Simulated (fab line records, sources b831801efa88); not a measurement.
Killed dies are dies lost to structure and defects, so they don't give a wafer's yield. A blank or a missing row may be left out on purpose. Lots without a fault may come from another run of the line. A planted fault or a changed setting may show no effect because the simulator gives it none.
Problem report in the 8D (eight disciplines) form, filled by code | flow gf180mcu | the parts of the form that need people (team, actions taken, sign-off) are left out

1. THE PROBLEM
cathode_dc_power_W at GF_M1_SPUTTER_04 reads a mean of 7722.2 W on 1 wafer of 1 lot; wafers without a fault read 6500.1 W with a standard deviation of 1.2. That is +99 or more standard deviations from the usual mean.
The step: material TiN, target thk 50 nm, time 41.7 s.
First seen on wafer L302.4, day 19 10:38, on pvd_sputter-04. The record holds 15 wafers of 5 lots with a number at this step. Rule for "out", or "out of limits": more than 4 standard deviations from the usual mean. The other wafers with a number count as sound.

2. WHAT IT IS AND WHAT IT IS NOT
question                    | is                 | is not
which readings at this step | cathode_dc_power_W | chamber_pressure_pa, throttle_valve_pct
which lots                  | L302               | L297, L303, L313, L314
which wafers of those lots  | L302.4             | L302.3, L302.5
read on which tools         | pvd_sputter-04     | pvd_sputter-01, pvd_sputter-03
when                        | from day 19 10:38  | up to then (5 sound wafers); but 9 sound wafers of L303, L313, L314 came after

3. SUSPECTS, AND WHAT RULES EACH OUT
Counting: a tool at a process step up to the reading stays a suspect if it ran every lot that is out. Sound lots after the first of them don't rule it out here, since some wafers of a struck lot are sound.
- pvd_sputter-01 at GF_CONTACT_SPUTTER_22 (material Ti, target thk 15 nm, time 80.02 s): kept. It ran the lot that is out, L302 (day 19 09:46); its last sound lot up to then is L297 (day 17 11:39).
- cmp-01 at GF_CONTACT_CMP_27 (polishes, stops on SiO2, t overpolish 15 s, target thk 0 nm): kept. It ran the lot that is out, L302 (day 19 10:09).
- pvd_sputter-04 at GF_M1_SPUTTER_00 (material Ti, target thk 37.5 nm, time 150 s): kept. It ran the lot that is out, L302 (day 19 10:27); its last sound lot up to then is L297 (day 17 12:20).
- pvd_sputter-04 at GF_M1_SPUTTER_04 (material TiN, target thk 50 nm, time 41.7 s): kept. It ran the lot that is out, L302 (day 19 10:38); its last sound lot up to then is L297 (day 17 12:31). Its own readings are out on those wafers: cathode_dc_power_W.
- Within cmp-01 at GF_CONTACT_CMP_27: the wafers that are out ran in chamber 3; their sound lot-mates ran in chambers 0, 2.
Left after counting: pvd_sputter-01 at GF_CONTACT_SPUTTER_22, cmp-01 at GF_CONTACT_CMP_27, pvd_sputter-04 at GF_M1_SPUTTER_00, pvd_sputter-04 at GF_M1_SPUTTER_04.

4. THE CAUSE (what the simulator had put in)
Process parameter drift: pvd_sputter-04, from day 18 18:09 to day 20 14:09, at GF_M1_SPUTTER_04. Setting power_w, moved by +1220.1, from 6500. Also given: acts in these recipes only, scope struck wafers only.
Counting left 4 suspects, and this tool is among them.

5. THE CHAIN OF EFFECTS, in route order
Each row: a reading whose mean over the struck wafers that have a number lies more than 3 standard deviations from the usual. Only readings for which the record gives a usual standard deviation are gone through. hours: the time from each lot's start at the first step in this table that gives one to its start at this step, as a median over the lots. sigmas: the change in usual standard deviations.
hours | step             | reading            | usual    | on struck wafers | change  | sigmas
0     | GF_M1_SPUTTER_04 | cathode_dc_power_W | 6500.1 W | 7722.2           | +1222.1 | +99 or more
The process steps in it:
- GF_M1_SPUTTER_04: material TiN, target thk 50 nm, time 41.7 s.
Later measuring or inspecting steps at which every struck wafer that the step has a row for has a number for every such reading, and none has moved that far: GF_M1_RS_MEAS_05, GF_M1_THK_MEAS_06, GF_M1_CD_MEAS_14, GF_M1_OVL_MEAS_15, GF_V1_THK_MEAS_01, GF_V1_THK_MEAS_03, GF_V1_BOW_MEAS_05.

6. WHAT WOULD HAVE CAUGHT IT SOONER
In this record the first reading out of limits was taken at day 19 10:38, 16 hours after the fault began at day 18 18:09.
